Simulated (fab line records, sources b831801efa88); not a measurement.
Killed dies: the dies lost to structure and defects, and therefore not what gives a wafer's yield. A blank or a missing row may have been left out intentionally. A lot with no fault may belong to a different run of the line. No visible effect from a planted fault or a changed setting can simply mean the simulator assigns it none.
fab line records | flow sky130
[record] lots = 13 | wafers = 37 | last_day = 49
route steps=708 shown VT_ADJUST_PCH@152 CAPM@549 VIA3@597 VIA4@659 PAD_OPEN@708
lots that met no fault: taken from a fault-free run of the same line
start_h: start of the lot's first displayed wafer, in hours after the record's first day | wait_h: hours elapsed since this lot's preceding step | " the same as in the row above | L1.1+2: one row covering several wafers at once | - no value, or no start was given | * or withheld: withheld | < > ~ a bound
route shown NAME@n: a module of which the file shows steps, and the number in the route of the first | usual: mean and standard deviation over wafers with no fault | same: alike in all rows | chamber/n: place in a boat | sites: each site's reading | _std_site: the values' standard deviation | _edge_site: inner sites' mean taken away from outer sites' mean | radius_mm: for every site, how far away it sits from the centre of the wafer | mask NAME#n: copy n | behind: the most recent tool/chamber to have shaped the wafer | hold: cause of the lot's hold/its duration in hours/its outcome | device: names the non-switching transistor (n, p or np) | end of line: tests run on the same wafers once the route is complete | where a step has no rows: the recipe by itself | killed: dies lost to structure and defects at the first sort, not the wafer's yield | map: the dies of a wafer, with x for killed, . for not killed, _ for no die there
set.NAME: the setting as run; set.NAME@STEP: as run at that earlier step | model.NAME: the simulator's own value behind a step, which no gauge read
route steps across a sampled set of lots; one table per step, one row per wafer
services: from which hour (start_h, from the record's first day; less than 0 if before it) a tool's chamber was out of use, for how many hours, and why
[[steps]]
[step SKY_VT_ADJUST_PCH_STRIP_09]
[recipe] chemistry = O2/N2 | power_w = 1400 | pressure_mtorr = 1500 | platen_temp_c = withheld | o2_flow_sccm = 3000 | n2_flow_sccm = 300 | overash_fraction = 0.5
[usual] drypump_motor_current_A = 5.6/0.64 | oes_product_au = 0.722/0.0042 | strip_time_to_endpoint_s = 36.91/0.096
lot.wafer | tool            | chamber | start_h | wait_h | drypump_motor_current_A | oes_product_au | rf_hours_counter_h | strip_time_to_endpoint_s
L356.2    | plasma_asher-04 | 0       | 221.87  | 0.1    | 6.7                     | 0.721          | 51                 | 36.87
L356.3    | "               | 0       | "       | "      | 6.7                     | 0.724          | -                  | 36.83
L356.6    | "               | 0       | "       | "      | 6.7                     | 0.714          | -                  | 36.91
L357.1    | plasma_asher-04 | 0       | 230.12  | 0.1    | 6.7                     | 0.717          | 52                 | 36.93
L357.3    | "               | 1       | "       | "      | 4.7                     | 0.723          | -                  | 36.87
L357.4    | "               | 0       | "       | "      | 6.7                     | 0.725          | -                  | 36.81
L358.2    | plasma_asher-03 | 0       | 234.02  | 0.1    | 5.8                     | 0.724          | 56                 | 36.99
L358.3    | "               | 1       | "       | "      | 5.5                     | 0.717          | -                  | 36.89
L358.6    | "               | 1       | "       | "      | 5.4                     | 0.721          | -                  | 37.04
L359.3    | plasma_asher-02 | 1       | 243.66  | 0.1    | 5.9                     | 0.722          | -                  | 36.77
L359.4    | "               | 0       | "       | "      | 5.1                     | 0.714          | -                  | 36.92
L359.6    | "               | 1       | "       | "      | 5.9                     | 0.729          | -                  | 36.87
L361.1    | plasma_asher-04 | 0       | 267.47  | 0.1    | 6.7                     | 0.724          | 55                 | 36.98
L361.2    | "               | 1       | "       | "      | 4.7                     | 0.726          | 55                 | 37.05
L361.4    | "               | 1       | "       | "      | 4.7                     | 0.720          | -                  | 37.07
L362.1    | plasma_asher-04 | 0       | 272.82  | 0.1    | 6.7                     | 0.722          | 56                 | 37.01
L362.4    | "               | 1       | "       | "      | 4.7                     | 0.716          | -                  | 36.92
L362.5    | "               | 1       | "       | "      | 4.7                     | 0.725          | -                  | 37.03
L366.4    | plasma_asher-04 | 0       | 302.75  | 0.1    | 6.7                     | 0.719          | -                  | 36.82
L370.1    | plasma_asher-02 | 0       | 329.62  | 0.1    | 5.1                     | 0.720          | 51                 | 36.90
L370.3    | "               | 1       | "       | "      | 5.9                     | 0.723          | -                  | 36.88
L370.6    | "               | 0       | "       | "      | 5.1                     | 0.722          | -                  | 36.93
L371.3    | plasma_asher-03 | 1       | 335.31  | 0.1    | 5.4                     | 0.716          | -                  | 36.79
L371.4    | "               | 0       | "       | "      | 5.8                     | 0.717          | -                  | 36.83
L371.6    | "               | 1       | "       | "      | 5.4                     | 0.721          | -                  | 36.86
L372.2    | plasma_asher-03 | 0       | 344.32  | 0.1    | 5.8                     | 0.723          | 67                 | 36.80
L372.3    | "               | 0       | "       | "      | 5.8                     | 0.727          | -                  | 36.87
L372.6    | "               | 1       | "       | "      | 5.5                     | 0.723          | -                  | 36.85
L374.1    | plasma_asher-02 | 1       | 357.37  | 0.1    | 5.9                     | 0.719          | 53                 | 37.08
L374.3    | "               | 1       | "       | "      | 5.9                     | 0.714          | -                  | 36.92
L374.5    | "               | 1       | "       | "      | 5.9                     | 0.720          | -                  | 36.96
L375.2    | plasma_asher-04 | 1       | 369.27  | 0.1    | 4.7                     | 0.723          | 66                 | 37.12
L375.3    | "               | 0       | "       | "      | 6.7                     | 0.725          | -                  | 37.05
L375.5    | "               | 0       | "       | "      | 6.7                     | 0.726          | -                  | 37.01
L377.2    | plasma_asher-04 | 0       | 384.62  | 0.1    | 6.7                     | 0.722          | 67                 | 36.91
L377.3    | "               | 0       | "       | "      | 6.7                     | 0.722          | -                  | 36.88
L377.6    | "               | 0       | "       | "      | 6.7                     | 0.717          | -                  | 36.86
[step SKY_CAPM_OVL_MEAS_12]
[usual] CAPM_OVL = -0.2/1.2
lot.wafer | tool       | chamber | start_h | wait_h | CAPM_OVL[nm]
L356.2    | overlay-02 | -       | 871.74  | 0.1    | -1.6
L356.3    | "          | -       | "       | "      | -1.5
L356.6    | "          | -       | "       | "      | 0.2
L357.1    | overlay-02 | -       | 876.13  | 0.1    | 0.3
L357.3    | "          | -       | "       | "      | -0.4
L357.4    | "          | -       | "       | "      | -2.2
L358.2    | overlay-01 | -       | 878.29  | 0.1    | 0.6
L358.3    | "          | -       | "       | "      | 2.7
L358.6    | "          | -       | "       | "      | 0.8
L359.3    | overlay-01 | -       | 897.04  | 0.1    | -0.7
L359.4    | "          | -       | "       | "      | -0.3
L359.6    | "          | -       | "       | "      | -1.3
L361.1    | overlay-01 | -       | 919.38  | 0.1    | -1.4
L361.2    | "          | -       | "       | "      | -1.6
L361.4    | "          | -       | "       | "      | -3.7
L362.1    | overlay-01 | -       | 921.33  | 0.1    | -1.5
L362.4    | "          | -       | "       | "      | -0.8
L362.5    | "          | -       | "       | "      | -1.2
L366.4    | overlay-01 | -       | 951.71  | 0.1    | -0.7
L370.1    | overlay-01 | -       | 972.88  | 0.1    | 0.7
L370.3    | "          | -       | "       | "      | -0.9
L370.6    | "          | -       | "       | "      | 0.2
L371.3    | overlay-02 | -       | 978.55  | 0.1    | 1.6
L371.4    | "          | -       | "       | "      | 0.8
L371.6    | "          | -       | "       | "      | -0.5
L372.2    | overlay-02 | -       | 979.84  | 0.1    | -2.3
L372.3    | "          | -       | "       | "      | 0.0
L372.6    | "          | -       | "       | "      | -2.6
L374.1    | overlay-01 | -       | 996.09  | 0.1    | -1.9
L374.3    | "          | -       | "       | "      | -0.8
L374.5    | "          | -       | "       | "      | 0.0
L375.2    | overlay-02 | -       | 1005.24 | 0.1    | 3.6
L375.3    | "          | -       | "       | "      | 1.0
L375.5    | "          | -       | "       | "      | 1.8
L377.2    | overlay-01 | -       | 1016.44 | 0.1    | -0.1
L377.3    | "          | -       | "       | "      | -0.6
L377.6    | "          | -       | "       | "      | 0.4
[step SKY_VIA3_CMP_24]
[recipe] stop_on = SiO2 | t_overpolish_s = 20 | down_force_psi = 3.5 | platen_rpm = 60 | target_thk_nm = 0 | pad_velocity_m_s = 0.94248
[usual] motor_current_A = 10.9/1 | overpolish_run_s = 20.000/0.0091 | time_to_endpoint_s = 97/4.3
lot.wafer | tool   | chamber | start_h | wait_h | motor_current_A | overpolish_run_s | time_to_endpoint_s
L356.3    | cmp-02 | 2       | 926.83  | 0.1    | 12.3            | 20.006           | 94
L356.2    | "      | 0       | "       | "      | 11.4            | 19.995           | 97
L356.6    | "      | 1       | "       | "      | 9.2             | 20.001           | 100
L357.1    | cmp-01 | 1       | 930.29  | 0.1    | 10.4            | 20.005           | 97
L357.4    | "      | 2       | "       | "      | 11.7            | 20.006           | 95
L357.3    | "      | 0       | "       | "      | 11.4            | 20.021           | 98
L358.2    | cmp-01 | 0       | 932.50  | 0.1    | 11.8            | 20.000           | 96
L358.3    | "      | 1       | "       | "      | 9.5             | 20.010           | 91
L358.6    | "      | 2       | "       | "      | 11.7            | 20.020           | 94
L359.4    | cmp-02 | 2       | 950.06  | 0.2    | 11.5            | 19.997           | 95
L359.3    | "      | 3       | "       | "      | 10.4            | 20.001           | 93
L359.6    | "      | 3       | "       | "      | 10.4            | 19.998           | 92
L361.1    | cmp-02 | 0       | 972.04  | 0.1    | 10.7            | 19.995           | 92
L361.2    | "      | 1       | "       | "      | 9.1             | 20.012           | 99
L361.4    | "      | 2       | "       | "      | 12.0            | 20.006           | 92
L362.1    | cmp-01 | 0       | 973.44  | 0.1    | 11.6            | 19.982           | 95
L362.4    | "      | 1       | "       | "      | 9.7             | 19.993           | 93
L362.5    | "      | 3       | "       | "      | 11.9            | 19.989           | 92
L366.4    | cmp-02 | 1       | 1003.75 | 0.2    | 9.2             | 20.014           | 105
L370.3    | cmp-02 | 1       | 1023.43 | 0.0    | 9.3             | 20.004           | 102
L370.1    | "      | 0       | "       | "      | 10.9            | 20.013           | 100
L370.6    | "      | 2       | "       | "      | 11.5            | 19.996           | 98
L371.4    | cmp-01 | 2       | 1028.40 | 0.1    | 11.5            | 19.996           | 101
L371.3    | "      | 3       | "       | "      | 11.8            | 19.995           | 95
L371.6    | "      | 1       | "       | "      | 9.5             | 19.999           | 94
L372.2    | cmp-01 | 0       | 1029.84 | 0.0    | 11.3            | 20.002           | 103
L372.3    | "      | 3       | "       | "      | 11.9            | 19.991           | 99
L372.6    | "      | 0       | "       | "      | 11.6            | 20.020           | 105
L374.1    | cmp-02 | 2       | 1044.15 | 0.1    | 11.5            | 19.998           | 101
L374.3    | "      | 1       | "       | "      | 8.8             | 20.005           | 104
L374.5    | "      | 2       | "       | "      | 11.8            | 19.990           | 100
L375.3    | cmp-02 | 2       | 1054.25 | 0.1    | 11.9            | 20.009           | 98
L375.2    | "      | 0       | "       | "      | 11.0            | 19.987           | 98
L375.5    | "      | 2       | "       | "      | 11.6            | 19.982           | 95
L377.2    | cmp-01 | 3       | 1064.48 | 0.1    | 11.8            | 20.008           | 93
L377.3    | "      | 1       | "       | "      | 9.6             | 20.006           | 97
L377.6    | "      | 2       | "       | "      | 12.0            | 19.990           | 98
[step SKY_VIA4_THK_MEAS_20]
[recipe] thk_meas_gauge = xrf | reads = W_of_VIA4_CVD_18
[usual] VIA4_W_THK = 520/11
lot.wafer | tool          | chamber | start_h | wait_h | VIA4_W_THK[nm]
L356.2    | film_metro-01 | -       | 1001.04 | 0.1    | 504
L356.3    | "             | -       | "       | "      | 500
L356.6    | "             | -       | "       | "      | 499
L357.1    | film_metro-03 | -       | 1005.42 | 0.1    | 525
L357.3    | "             | -       | "       | "      | 514
L357.4    | "             | -       | "       | "      | 530
L358.2    | film_metro-02 | -       | 1007.56 | 0.1    | 512
L358.3    | "             | -       | "       | "      | 521
L358.6    | "             | -       | "       | "      | 516
L359.3    | film_metro-03 | -       | 1024.22 | 0.1    | 525
L359.4    | "             | -       | "       | "      | 515
L359.6    | "             | -       | "       | "      | 508
L361.1    | film_metro-02 | -       | 1043.72 | 0.1    | 535
L361.2    | "             | -       | "       | "      | 511
L361.4    | "             | -       | "       | "      | 540
L362.1    | film_metro-03 | -       | 1045.93 | 0.1    | 527
L362.4    | "             | -       | "       | "      | 524
L362.5    | "             | -       | "       | "      | 527
L366.4    | film_metro-01 | -       | 1073.60 | 0.1    | 500
L370.1    | film_metro-03 | -       | 1091.77 | 0.1    | 502
L370.3    | "             | -       | "       | "      | 525
L370.6    | "             | -       | "       | "      | 528
L371.3    | film_metro-03 | -       | 1097.04 | 0.1    | 528
L371.4    | "             | -       | "       | "      | 506
L371.6    | "             | -       | "       | "      | 499
L372.2    | film_metro-03 | -       | 1098.38 | 0.1    | 519
L372.3    | "             | -       | "       | "      | 531
L372.6    | "             | -       | "       | "      | 522
L374.1    | film_metro-01 | -       | 1110.27 | 0.1    | 523
L374.3    | "             | -       | "       | "      | 518
L374.5    | "             | -       | "       | "      | 519
L375.2    | film_metro-02 | -       | 1119.58 | 0.1    | 527
L375.3    | "             | -       | "       | "      | 535
L375.5    | "             | -       | "       | "      | 532
L377.2    | film_metro-01 | -       | 1128.63 | 0.1    | 528
L377.3    | "             | -       | "       | "      | 526
L377.6    | "             | -       | "       | "      | 502
[step SKY_PAD_OPEN_PROBE_99]
[usual] killed_at_M0_to_M3 = 44/6.6 | killed_at_M4_up = 2.9/1.8 | killed_at_contacts = 24/4.8 | killed_at_front_end = 15/4.5 | killed_at_other = 0.3/0.64 | killed_dies = 86/8.7 | killed_open = 47/6.5 | killed_short = 39/5.8
[same] gross_dies = 492 | killed_at_back_side = 0
lot.wafer | tool      | chamber | start_h | wait_h | killed_at_M0_to_M3 | killed_at_M4_up | killed_at_contacts | killed_at_front_end | killed_at_other | killed_dies | killed_open | killed_short
L362.1    | prober-01 | -       | 1110.50 | 0.1    | 54                 | 3               | 29                 | 12                  | 1               | 99          | 49          | 48
L362.4    | prober-01 | -       | 1110.65 | 0.2    | 43                 | 2               | 19                 | 70                  | 2               | 136         | 42          | 43
L362.5    | prober-01 | -       | 1110.70 | 0.2    | 40                 | 6               | 20                 | 63                  | 0               | 129         | 45          | 30
// killed by level:class
L362.1 CONTACT:geometric_particle:open=13 METAL1:geometric_particle:short=9 METAL2:geometric_particle:short=9 VIA2:geometric_particle:open=7 LI_CONTACT:geometric_particle:open=6 VIA3:geometric_particle:open=5 VIA1:geometric_particle:open=5 VIA2:geometric_particle:short=5
L362.4 VT_ADJUST_PCH:unspecified=49 VIA2:geometric_particle:open=9 METAL2:geometric_particle:short=7 VIA1:geometric_particle:short=6 METAL1:geometric_particle:short=6 LI_CONTACT:geometric_particle:open=6 VIA3:geometric_particle:open=6 CONTACT:geometric_particle:open=5
L362.5 VT_ADJUST_PCH:unspecified=53 VIA1:geometric_particle:open=12 CONTACT:geometric_particle:open=10 LI_CONTACT:geometric_particle:open=7 METAL2:geometric_particle:short=5 METAL1:geometric_particle:short=5 VIA1:geometric_particle:short=5 VIA3:geometric_particle:open=5
[[services]]
tool            | chamber | start_h | hours | kind
cmp-01          | -       | 232.00  | 4.0   | pm
plasma_asher-04 | -       | 241.06  | 3.0   | repair
cmp-01          | -       | 265.28  | 0.5   | repair
plasma_asher-04 | -       | 303.73  | 0.5   | repair
cmp-02          | -       | 336.71  | 3.7   | repair
cmp-02          | -       | 349.87  | 2.3   | repair
cmp-02          | -       | 405.19  | 4.0   | pm
cmp-02          | -       | 413.13  | 4.9   | pm
plasma_asher-04 | -       | 434.39  | 3.2   | repair
cmp-02          | -       | 453.17  | 2.4   | repair
cmp-02          | -       | 508.26  | 1.4   | repair
cmp-02          | -       | 653.87  | 1.3   | repair
plasma_asher-04 | -       | 733.75  | 9.0   | pm
plasma_asher-04 | -       | 744.85  | 21.2  | pm
cmp-02          | -       | 745.19  | 4.0   | pm
cmp-02          | -       | 749.19  | 4.9   | pm
cmp-02          | -       | 782.13  | 4.4   | pm
plasma_asher-04 | -       | 828.36  | 8.5   | repair
plasma_asher-04 | -       | 861.87  | 2.8   | pm
cmp-02          | -       | 878.64  | 1.2   | repair
cmp-02          | -       | 905.90  | 2.2   | repair
cmp-02          | -       | 918.62  | 0.7   | repair
cmp-02          | -       | 967.95  | 1.4   | repair
cmp-02          | -       | 989.26  | 4.9   | repair
[[key]]
[first_sign] step = SKY_PAD_OPEN_PROBE_99 | reading = killed_at_front_end | direction = up | sigmas = 11 | usual = 15 | struck = 66
[effect] step = SKY_PAD_OPEN_PROBE_99 | reading = killed_dies | direction = up | sigmas = 5.4 | usual = 86 | struck = 132
met_at SKY_VT_ADJUST_PCH_STRIP_09
struck_lots L362
struck_wafers L362.4,L362.5
tester_left_out L362
not_acting_at SKY_CAPM_OVL_MEAS_12,SKY_VIA3_CMP_24,SKY_VIA4_THK_MEAS_20
onset_between 267.47 272.82
[fault] kind = chamber_particle_source | tool = plasma_asher-04 | chamber = 1 | onset_h = 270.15 | steps = SKY_VT_ADJUST_PCH_STRIP_09 | rate_per_visit_cm2 = 1.4857 | end_h = 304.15
// tester_left_out: of these lots the tester's yield and bins aren't shown, on N5 and GAA mostly nor the transistor test; their killed dies are dies lost to structure and defects alone, not to doping, threshold or leakage, so they don't give the yield
